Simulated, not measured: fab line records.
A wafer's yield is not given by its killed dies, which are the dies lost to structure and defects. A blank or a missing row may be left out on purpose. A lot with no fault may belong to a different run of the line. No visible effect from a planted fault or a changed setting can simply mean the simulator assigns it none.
A lot that was struck, set against a sound lot + flow sky130 + 15 out of 708 route steps
Sound: these wafers, L945.1, L945.5, L945.6. Struck: wafer L958.5. (L958.2, L958.4 of the same lot were not struck and are left out.) The cause comes at the end.
Order at every step that has rows: each side's tool, ch and its chambers, its first start. Under that, the readings that differ: sound wafers + struck wafers + difference of the means + sigmas: that difference in standard deviations of wafers without a fault.
alike: readings with means less than 2 such deviations apart, plus words and numbers identical on both sides. not compared: withheld readings, readings lacking a value on some wafer, bounds such as >300 that could conceal the same value, and numbers that have no deviation in the record and whose values overlap.
Wherever a step has rows on one side only, a row that says differs or no value, or a row with sigmas, the two part there. Numbers that have no deviation but don't overlap get no sigmas and don't part them. A reading that every wafer of one side lacks parts them only if that side has two wafers or more.

SKY_CONTACT_ETCH_17: etches SiO2 in C4F8/O2/Ar, stops on Si3N4, target depth 340 nm.
  sound on rieDiel-01 ch 0,1,2, day 33 15:19; struck on rieDiel-04 ch 1, day 37 12:28
  alike: oesProductAu
then, 1 step without rows for these wafers: SKY_CONTACT_ETCH_18 (etches Si3N4 in CHF3/O2, stops on TiN, time 39 s, target depth 75 nm).
SKY_CONTACT_STRIP_19: strips in O2/N2.
  sound on plasmaAsher-03 ch 0,1, day 33 15:24; struck on plasmaAsher-01 ch 1, day 37 12:33
  alike: drypumpMotorCurrentA, oesProductAu, stripTimeToEndpointS
  not compared: rfHoursCounterH
then, 3 steps without rows for these wafers: SKY_CONTACT_STRIP_20 (strips in post etch residue remover, time 1200 s); SKY_CONTACT_CLEAN_21 (cleans in IPA, time 180 s); SKY_CONTACT_CLEAN_22 (cleans in O3/DIW).
SKY_CONTACT_SPUTTER_23: material TiN, target thk 20 nm, time 80 s.
  sound: pvdSputter-02 at day 33 16:02; struck: pvdSputter-04 at day 37 13:10
  alike: throttleValvePct
then, 1 step without rows for these wafers: SKY_CONTACT_CVD_24 (deposits W, target thk 340 nm, time 102.12 s).
SKY_CONTACT_RS_MEAS_25: uses a four-point probe to measure.
  sound: filmMetro-03 at day 33 16:13; struck: filmMetro-02 at day 37 13:22
  alike: CONTACT_W_RS
SKY_CONTACT_THK_MEAS_26: measures by xrf.
  sound: filmMetro-03 at day 33 16:20; struck: filmMetro-02 at day 37 13:28
  alike: CONTACT_W_THK
SKY_CONTACT_CMP_27: polishes, stops on SiO2, t overpolish 15 s, target thk 0 nm.
  sound on cmp-02 ch 0,3, day 33 16:26; struck on cmp-02 ch 0, day 37 13:34
  alike: motorCurrentA, overpolishRunS, timeToEndpointS
then, 1 step without rows for these wafers: SKY_METAL1_SPUTTER_00 (material Ti, target thk 15 nm, time 10 s).
SKY_METAL1_SPUTTER_01: material TiN, target thk 20 nm, time 16.7 s.
  sound: pvdSputter-01 at day 33 16:43; struck: pvdSputter-01 at day 37 13:51
| reading                                   | sound           | struck | difference | sigmas |
|-------------------------------------------|-----------------|--------|------------|--------|
| model.TiN_of_METAL1_SPUTTER_01.thkNm (nm) | 20.55 20.1 20.6 | 21.24  | +0.82      |        |
  alike: throttleValvePct
SKY_METAL1_SPUTTER_02: material AlCu, target thk 250 nm, time 13.3 s.
  sound: pvdSputter-01 at day 33 16:44; struck: pvdSputter-01 at day 37 13:52
  alike: throttleValvePct
-- the record jumps here: 13 days lie between the struck wafers' starts before and after (it left off in module METAL1 and takes up again in module PAD_OPEN, whose first step shown is number 708 of the route) --
SKY_PAD_OPEN_PROBE_99:
  the record has rows for the struck wafers here (prober-02, day 50 06:11) and none for the sound ones

WHERE THEY PART
At SKY_PAD_OPEN_PROBE_99 and nowhere else, as far as this record goes.

WHY: what the simulator had put in
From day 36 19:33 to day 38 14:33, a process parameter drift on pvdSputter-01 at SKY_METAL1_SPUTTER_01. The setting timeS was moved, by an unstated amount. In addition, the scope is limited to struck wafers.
